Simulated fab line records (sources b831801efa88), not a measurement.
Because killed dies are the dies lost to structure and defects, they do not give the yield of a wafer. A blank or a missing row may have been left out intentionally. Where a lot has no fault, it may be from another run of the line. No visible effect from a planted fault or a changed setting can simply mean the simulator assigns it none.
What tool caused it? | flow gf180mcu | 39 wafers from 13 lots sampled at 4 of the route's 602 steps

== WHAT THE GAUGES READ, wafer by wafer ==
Not one reading of a measure or inspect step in the record can be checked against a usual standard deviation.

== WHICH TOOL RAN EACH LOT (tool, then ch and the chambers of the sampled wafers, then the start) ==
lot  | GF_STI_WET_ETCH_26            | GF_M2_SPUTTER_00            | GF_M2_SPUTTER_01            | GF_V2_ETCH_16
L348 | wetBench-02 ch 3, day 2 08:55 | pvdSputter-02, day 18 15:17 | pvdSputter-02, day 18 15:23 | rieDiel-03 ch 0,1,2, day 20 17:19
L349 | wetBench-04 ch 3, day 2 15:54 | pvdSputter-02, day 19 02:43 | pvdSputter-02, day 19 02:49 | rieDiel-03 ch 0,1,2, day 21 05:26
L350 | wetBench-01 ch 1, day 2 19:10 | pvdSputter-03, day 19 11:10 | pvdSputter-03, day 19 11:16 | rieDiel-04 ch 0,3, day 21 13:29
L351 | wetBench-01 ch 3, day 3 00:14 | pvdSputter-01, day 19 18:53 | pvdSputter-01, day 19 18:59 | rieDiel-01 ch 0,1,3, day 21 20:55
L352 | wetBench-02 ch 2, day 3 05:46 | pvdSputter-03, day 20 03:51 | pvdSputter-03, day 20 03:57 | rieDiel-04 ch 1,2,3, day 22 05:31
L355 | wetBench-01 ch 3, day 4 00:14 | pvdSputter-02, day 21 14:24 | pvdSputter-02, day 21 14:30 | rieDiel-01 ch 0,1, day 23 14:22
L358 | wetBench-04 ch 3, day 4 11:31 | pvdSputter-01, day 22 08:55 | pvdSputter-01, day 22 09:01 | rieDiel-04 ch 1,2,3, day 24 07:55
L359 | wetBench-02 ch 1, day 4 18:35 | pvdSputter-01, day 22 17:25 | pvdSputter-01, day 22 17:31 | rieDiel-03 ch 0,2,3, day 24 16:37
L364 | wetBench-02 ch 0, day 5 19:47 | pvdSputter-01, day 24 14:01 | pvdSputter-01, day 24 14:07 | rieDiel-01 ch 1,2,3, day 26 10:56
L366 | wetBench-02 ch 2, day 6 06:25 | pvdSputter-01, day 25 02:29 | pvdSputter-01, day 25 02:35 | rieDiel-04 ch 0,1, day 26 22:05
L367 | wetBench-04 ch 3, day 6 10:56 | pvdSputter-02, day 25 17:04 | pvdSputter-02, day 25 17:10 | rieDiel-01 ch 0,1, day 27 11:40
L368 | wetBench-01 ch 0, day 6 16:22 | pvdSputter-01, day 25 17:27 | pvdSputter-01, day 25 17:33 | rieDiel-03 ch 0,1, day 27 12:58
L369 | wetBench-04 ch 0, day 6 20:47 | pvdSputter-02, day 26 01:50 | pvdSputter-02, day 26 01:56 | rieDiel-01 ch 0,2,3, day 27 21:07
- GF_STI_WET_ETCH_26: etches SiO2 in dHF, target depth 94 nm, time 188 s.
- GF_M2_SPUTTER_00: material Ti, target thk 37.5 nm, time 150 s.
- GF_M2_SPUTTER_01: material TiN, target thk 30 nm, time 25 s.
- GF_V2_ETCH_16: etches BARC in N2/H2.

== WHAT THE TOOLS THEMSELVES READ (means of the sampled wafers that have a number; where no wafer has one, the mark that the record gives instead) ==
GF_STI_WET_ETCH_26. Usual: runLengthS reads 217 s (standard deviation 3.5).
lot  | tool        | runLengthS (s) | flag
L348 | wetBench-02 | 215            | 
L349 | wetBench-04 | 215            | 
L350 | wetBench-01 | 221            | 
L351 | wetBench-01 | 214            | 
L352 | wetBench-02 | 212            | 
L355 | wetBench-01 | 221            | 
L358 | wetBench-04 | 217            | 
L359 | wetBench-02 | 222            | 
L364 | wetBench-02 | 141            | OFF
L366 | wetBench-02 | 213            | 
L367 | wetBench-04 | 222            | 
L368 | wetBench-01 | 213            | 
L369 | wetBench-04 | 222            | 

GF_M2_SPUTTER_00. Usual: chamberPressurePa 2.000 Pa, standard deviation 0.0045; throttleValvePct 29.8 %, standard deviation 0.96.
lot  | tool          | chamberPressurePa (Pa) | throttleValvePct (%) | flag
L348 | pvdSputter-02 | 1.999                  | 29.9                 | 
L349 | pvdSputter-02 | 2.003                  | 29.8                 | 
L350 | pvdSputter-03 | 1.999                  | 28.5                 | 
L351 | pvdSputter-01 | 1.999                  | 29.7                 | 
L352 | pvdSputter-03 | 2.000                  | 29.2                 | 
L355 | pvdSputter-02 | 1.997                  | 29.7                 | 
L358 | pvdSputter-01 | 1.998                  | 29.4                 | 
L359 | pvdSputter-01 | 2.001                  | 29.0                 | 
L364 | pvdSputter-01 | 2.001                  | 29.4                 | 
L366 | pvdSputter-01 | 2.004                  | 29.6                 | 
L367 | pvdSputter-02 | 2.000                  | 29.9                 | 
L368 | pvdSputter-01 | 1.997                  | 29.0                 | 
L369 | pvdSputter-02 | 1.998                  | 30.4                 | 

GF_M2_SPUTTER_01. Usual: chamberPressurePa 0.4000 Pa, standard deviation 0.00074; throttleValvePct 29.8 %, standard deviation 0.94.
lot  | tool          | chamberPressurePa (Pa) | throttleValvePct (%) | flag
L348 | pvdSputter-02 | 0.4001                 | 30.0                 | 
L349 | pvdSputter-02 | 0.3995                 | 29.8                 | 
L350 | pvdSputter-03 | 0.3998                 | 28.8                 | 
L351 | pvdSputter-01 | 0.3997                 | 29.6                 | 
L352 | pvdSputter-03 | 0.4003                 | 29.2                 | 
L355 | pvdSputter-02 | 0.3999                 | 29.8                 | 
L358 | pvdSputter-01 | 0.3998                 | 29.7                 | 
L359 | pvdSputter-01 | 0.4002                 | 29.1                 | 
L364 | pvdSputter-01 | 0.4004                 | 29.7                 | 
L366 | pvdSputter-01 | 0.4004                 | 29.4                 | 
L367 | pvdSputter-02 | 0.4003                 | 29.9                 | 
L368 | pvdSputter-01 | 0.3994                 | 29.0                 | 
L369 | pvdSputter-02 | 0.4001                 | 30.4                 | 

GF_V2_ETCH_16. Usual: drypumpMotorCurrentA 5.7 A, standard deviation 0.65; oesProductAu 0.855 a.u., standard deviation 0.0047; throttleValvePct 13.224 %, standard deviation 0.0077.
lot  | tool       | drypumpMotorCurrentA (A) | oesProductAu (a.u.) | throttleValvePct (%) | flag
L348 | rieDiel-03 | 5.6                      | 0.856               | 13.223               | 
L349 | rieDiel-03 | 5.6                      | 0.855               | 13.225               | 
L350 | rieDiel-04 | 6.2                      | 0.857               | 13.221               | 
L351 | rieDiel-01 | 5.1                      | 0.855               | 13.224               | 
L352 | rieDiel-04 | 6.2                      | 0.855               | 13.224               | 
L355 | rieDiel-01 | 5.4                      | 0.853               | 13.229               | 
L358 | rieDiel-04 | 6.2                      | 0.854               | 13.215               | 
L359 | rieDiel-03 | 6.1                      | 0.857               | 13.226               | 
L364 | rieDiel-01 | 5.2                      | 0.855               | 13.223               | 
L366 | rieDiel-04 | 5.8                      | 0.855               | 13.229               | 
L367 | rieDiel-01 | 5.2                      | 0.854               | 13.228               | 
L368 | rieDiel-03 | 5.1                      | 0.852               | 13.224               | 
L369 | rieDiel-01 | 5.4                      | 0.851               | 13.224               | 

== THE ANSWER, worked out from the rows above alone ==
Rule: lot off if the mean of its wafers having a number is beyond 3 standard deviations from the usual mean. Also off: a lot with no number at a reading for which 4 or more lots have one. All remaining lots with rows at the step are treated as sound. The gauges are gone through in route order, then the tools' own readings, and for those a lot's mean is taken as printed above. At the first step where some lot is off, the reading lying furthest off is the one used; lots without a number count as furthest.
Off: L364 (GF_STI_WET_ETCH_26, runLengthS).
A tool fits if, at that step or a process step before it, it ran every lot that is off, and no sound lot after the first of them. No candidate that was tried fits.

== WHAT THE SIMULATOR PUT IN ==
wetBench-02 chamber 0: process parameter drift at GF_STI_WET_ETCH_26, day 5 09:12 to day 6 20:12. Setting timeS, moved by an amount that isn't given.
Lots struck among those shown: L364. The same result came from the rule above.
